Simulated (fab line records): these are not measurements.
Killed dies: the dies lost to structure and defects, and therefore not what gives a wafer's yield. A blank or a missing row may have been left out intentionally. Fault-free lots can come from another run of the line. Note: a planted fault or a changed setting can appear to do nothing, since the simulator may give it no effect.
A struck lot beside a sound one + flow sky130 + 18 out of 708 route steps
Sound: wafers L821.4, L821.5, L821.6. The struck wafers were L829.1, L829.3, L829.4. The cause is given at the end.
Per side, at each step with rows, come the tool, then ch with its chambers, and then its first start. Under that, the readings that differ: sound wafers + struck wafers + difference of the means + sigmas: that difference in standard deviations of wafers without a fault.
alike: readings whose means differ by less than 2 such deviations, and words and numbers that are the same on both sides. not compared: withheld readings, readings that some wafer has no value for, bounds like >300 that may hide the same value, and numbers for which the record gives no deviation and whose values overlap.
Wherever a step has rows on one side only, a row that says differs or no value, or a row with sigmas, the two part there. Non-overlapping numbers with no deviation appear without sigmas and do not part them. Lack of a reading on every wafer of one side parts them only where that side has two or more wafers.

first, 1 step without rows for these wafers: SKY_VT_ADJUST_PCH_IMPLANT_08.
SKY_VT_ADJUST_PCH_STRIP_09: strips in O2/N2.
  sound on plasmaAsher-04 ch 0,1, day 12 12:56; struck on plasmaAsher-02 ch 0,1, day 15 07:57
  alike: drypumpMotorCurrentA, oesProductAu, stripTimeToEndpointS
  not compared: rfHoursCounterH
SKY_VT_ADJUST_PCH_TW_MEAS_10:
  sound: filmMetro-04 at day 12 13:02; struck: filmMetro-04 at day 15 08:03
  alike: VT_ADJUST_PCH_TW
then, 7 steps without rows for these wafers: SKY_SONOS_TUNNEL_DEHYDRATE_00 (time 60 s); SKY_SONOS_TUNNEL_HMDS_01 (prime time 60 s); SKY_SONOS_TUNNEL_COAT_02 (resist thk 1140 nm); SKY_SONOS_TUNNEL_SOFTBAKE_03 (time 60 s); SKY_SONOS_TUNNEL_EXPOSE_04 (exposes mask TUNM, target cd 410 nm); SKY_SONOS_TUNNEL_PEB_05; SKY_SONOS_TUNNEL_DEVELOP_06 (develop time 60 s).
SKY_SONOS_TUNNEL_CD_MEAS_07: the cd target is 410 nm.
  sound: cdSem-01 at day 13 14:59; struck: cdSem-02 at day 16 11:58
  alike: cdNm
SKY_SONOS_TUNNEL_OVL_MEAS_08:
  sound: overlay-01 at day 13 15:03; struck: overlay-01 at day 16 12:05
  alike: SONOS_TUNNEL_OVL
SKY_SONOS_TUNNEL_IMPLANT_09:
  sound on implanter-01 ch 0, day 13 15:09; struck on implanter-01 ch 0, day 16 12:07
| reading          | sound                         | struck                       | difference | sigmas      |
|------------------|-------------------------------|------------------------------|------------|-------------|
| doseIonsCm2      | 9.985e+11 9.983e+11 9.996e+11 | 3.988e+11 3.974e+11 3.99e+11 | -6.004e+11 | -99 or more |
| faradayCurrentUA | 5.72 5.44 5.63                | 2.19 2.21 2.27               | -3.37      | -31         |
  alike: beamOnS
then, 2 steps without rows for these wafers: SKY_SONOS_TUNNEL_WET_ETCH_10 (etches SiO2 in dHF, target depth 14 nm, time 280 s); SKY_SONOS_TUNNEL_STRIP_11 (strips in SPM, time 600 s).
SKY_SONOS_TUNNEL_TW_MEAS_12:
  sound: filmMetro-04 at day 13 15:31; struck: filmMetro-02 at day 16 12:33
| reading         | sound             | struck            | difference | sigmas |
|-----------------|-------------------|-------------------|------------|--------|
| SONOS_TUNNEL_TW | 196.5 197.2 197.9 | 153.4 152.9 152.0 | -44.4      | -49    |
then, 1 step without rows for these wafers: SKY_SONOS_TUNNEL_CLEAN_13 (cleans in dHF, time 20 s).
-- record jumps: 33 days separate the struck wafers' starts on either side; left off in module SONOS_TUNNEL, taken up again in module PAD_OPEN, whose first shown step is the route's number 708 --
SKY_PAD_OPEN_PROBE_99:
  sound: prober-02 at day 47 12:21; struck: prober-01 at day 49 12:17
| reading                                 | sound                  | struck                  | difference | sigmas |
|-----------------------------------------|------------------------|-------------------------|------------|--------|
| model.etest.sonosUncharged.rOnOhmUm     | 786.1 778.9 787.8      | 759.5 755.7 738.3       | -33.1      |        |
| model.etest.sonosProgrammed.offLog10AUm | -14.09 -13.98 -14.05   | -12.99 -13.24 -13.07    | +0.94      |        |
| model.etest.sonosProgrammed.vtV (V)     | 1.738 1.744 1.675      | 1.525 1.528 1.545       | -0.186     |        |
| model.etest.sonosBaked.vtV (V)          | 1.127 1.22 1.137       | 0.9774 0.9454 0.9678    | -0.1978    |        |
| model.etest.sonosUncharged.vtV (V)      | -0.4295 -0.4361 -0.484 | -0.5696 -0.5795 -0.6057 | -0.1351    |        |
| model.etest.sonosErased.vtV (V)         | -2.491 -2.422 -2.419   | -2.626 -2.558 -2.602    | -0.151     |        |
  alike: killed_at_M0_to_M3, killed_at_M4_up, killedAtContacts, killedAtFrontEnd, killedAtOther, killedDies, killedOpen, killedShort

== WHERE THEY PART ==
Earliest at SKY_SONOS_TUNNEL_IMPLANT_09; latest, in this record, at SKY_SONOS_TUNNEL_TW_MEAS_12. Later steps at which nothing parts them and some readings are alike: SKY_PAD_OPEN_PROBE_99.

WHY: the cause the simulator had injected
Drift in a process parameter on implanter-01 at SKY_SONOS_TUNNEL_IMPLANT_09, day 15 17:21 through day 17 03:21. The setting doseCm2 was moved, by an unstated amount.
